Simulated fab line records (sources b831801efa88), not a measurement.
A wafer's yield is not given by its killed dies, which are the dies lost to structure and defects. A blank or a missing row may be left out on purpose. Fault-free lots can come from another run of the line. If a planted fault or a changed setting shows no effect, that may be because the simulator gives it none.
2 desks, one fault + flow gf180mcu + only its own numbers are on each desk; what lay behind them is given at the end

## FROM THE METROLOGY DESK
What the gauges read for every lot (on any tool): the sampled wafers with a number, averaged. The brackets show how far a lot's mean lies from the usual mean; more than 4 standard deviations puts the lot out of limits, marked OUT.
Columns: A = SAB_CVD_00_THK at GF_SAB_THK_MEAS_01, usual 50.1 nm; B = cd nm at GF_V1_CD_MEAS_14, usual 260.0 nm
| lot  | first seen here | A    | B     |
|------|-----------------|------|-------|
| L968 | day 14 05:57    | 51.0 | 259.9 |
| L970 | day 14 23:25    | 50.0 | 259.2 |
| L971 | day 15 02:19    | 49.2 | 260.5 |
| L972 | day 15 16:47    | 49.7 | 260.2 |
| L973 | day 15 23:10    | 50.2 | 259.9 |
| L974 | day 16 08:48    | 50.4 | 261.5 |
| L976 | day 17 00:28    | 50.8 | 261.5 |
| L977 | day 17 10:01    | 50.1 | 257.6 |
| L979 | day 18 06:43    | 50.3 | 258.4 |
| L980 | day 18 15:33    | 49.6 | 260.0 |
| L981 | day 18 21:20    | 50.6 | 263.0 |
| L985 | day 20 03:40    | 50.0 | 259.9 |
| L987 | day 20 21:35    | 51.0 | 260.7 |
This desk found nothing out of limits on any of the 13 lots.

## THE TOOL OWNER'S DESK: pecvd-03
The tool's own readings at GF_SAB_CVD_00 (deposits SiO2 from TEOS, target thk 50 nm, time 4.9302 s): means of the sampled wafers that have a number, for each lot that ran on this tool. The brackets show how far a lot's mean lies from the usual mean; more than 4 standard deviations puts the lot out of limits, marked OUT.
Columns: A = heater power w at GF_SAB_CVD_00, usual 666 W
| lot  | first seen here | A   |
|------|-----------------|-----|
| L968 | day 14 05:56    | 758 |
| L970 | day 14 23:23    | 676 |
| L973 | day 15 23:08    | 770 |
| L974 | day 16 08:46    | 717 |
| L976 | day 17 00:23    | 758 |
| L980 | day 18 15:32    | 610 |
| L981 | day 18 21:19    | 719 |
| L987 | day 20 21:31    | 678 |
This desk found nothing out of limits on any of the 8 lots.

## BROUGHT TOGETHER
From the metrology desk's view, nothing was out of limits.
The tool owner's desk saw nothing out of limits.

## WHAT THE SIMULATOR HAD PUT IN
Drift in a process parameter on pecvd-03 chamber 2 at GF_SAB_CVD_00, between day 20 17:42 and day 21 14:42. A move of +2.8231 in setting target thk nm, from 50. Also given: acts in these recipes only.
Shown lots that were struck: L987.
